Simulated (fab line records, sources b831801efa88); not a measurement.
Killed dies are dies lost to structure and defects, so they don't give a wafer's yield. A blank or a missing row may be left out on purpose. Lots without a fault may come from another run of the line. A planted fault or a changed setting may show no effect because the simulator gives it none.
Problem report in the 8D (eight disciplines) form, filled by code | flow sky130 | the parts of the form that need people (team, actions taken, sign-off) are left out

1. THE PROBLEM
CONTACT_W_RS at SKY_CONTACT_RS_MEAS_25 reads a mean of 0.785 ohm/sq on 3 wafers of 2 lots; wafers without a fault read 0.337 ohm/sq with a standard deviation of 0.0045. That is +99 or more standard deviations from the usual mean.
The step: measures by four-point-probe.
First seen on wafer L947.1, day 33 20:30, on film_metro-01. The record holds 32 wafers of 11 lots with a number at this step. Rule for "out", or "out of limits": more than 4 standard deviations from the usual mean. The other wafers with a number count as sound.

2. WHAT IT IS AND WHAT IT IS NOT
question                    | is                           | is not
which readings at this step | CONTACT_W_RS                 | -
which lots                  | L947, L949                   | L944, L957, L958, L959, L960, L961, L962, L963, L964
which wafers of those lots  | L947.1, L947.5, L949.5       | L949.3, L949.6
read on which gauges        | film_metro-01, film_metro-03 | film_metro-02
when                        | from day 33 20:30            | up to then (3 sound wafers); but 26 sound wafers of L949, L957, L958, L959, L960, L961, L962, L963, L964 came after

3. SUSPECTS, AND WHAT RULES EACH OUT
Counting: a tool at a process step up to the reading stays a suspect if it ran every lot that is out. Sound lots after the first of them don't rule it out here, since some wafers of a struck lot are sound.
- the gauge at SKY_CONTACT_RS_MEAS_25: ruled out. The wafers that are out were read on 2 gauges (film_metro-01, film_metro-03).
- cvd_w-02 at SKY_CONTACT_CVD_24 (deposits W, target thk 340 nm, time 102.12 s): kept. It ran every lot that is out, first L947 (day 33 20:23); its last sound lot up to then is L944 (day 33 01:26).
Left after counting: cvd_w-02 at SKY_CONTACT_CVD_24.

4. THE CAUSE (what the simulator had put in)
Process parameter drift: cvd_w-02, from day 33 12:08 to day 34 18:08, at SKY_CONTACT_CVD_24. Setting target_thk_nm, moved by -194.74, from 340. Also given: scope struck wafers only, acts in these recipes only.
Counting left only this tool.

5. THE CHAIN OF EFFECTS, in route order
Each row: a reading whose mean over the struck wafers that have a number lies more than 3 standard deviations from the usual. Only readings for which the record gives a usual standard deviation are gone through. hours: the time from each lot's start at the first step in this table that gives one to its start at this step, as a median over the lots. sigmas: the change in usual standard deviations.
hours | step                    | reading            | usual        | on struck wafers | change | sigmas
0     | SKY_CONTACT_RS_MEAS_25  | CONTACT_W_RS       | 0.337 ohm/sq | 0.785            | +0.448 | +99 or more
0     | SKY_CONTACT_THK_MEAS_26 | CONTACT_W_THK      | 338 nm       | 149              | -189   | -36
0     | SKY_CONTACT_CMP_27      | time_to_endpoint_s | 80 s         | 34               | -46    | -10
The process steps in it:
- SKY_CONTACT_CMP_27: polishes, stops on SiO2, t overpolish 15 s, target thk 0 nm.

6. WHAT WOULD HAVE CAUGHT IT SOONER
In this record the first reading out of limits at a measuring or inspecting step was taken at day 33 20:30, 8 hours after the fault began at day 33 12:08.
Of the tool readings at SKY_CONTACT_CVD_24 for which the record gives a usual standard deviation, none was out on any struck wafer, so an alarm limit of 4 standard deviations on them would not have fired.
Of the lots that are out (2), L949 began SKY_CONTACT_CVD_24 on cvd_w-02 after day 33 20:30. A hold on the tool at that time would have spared it.
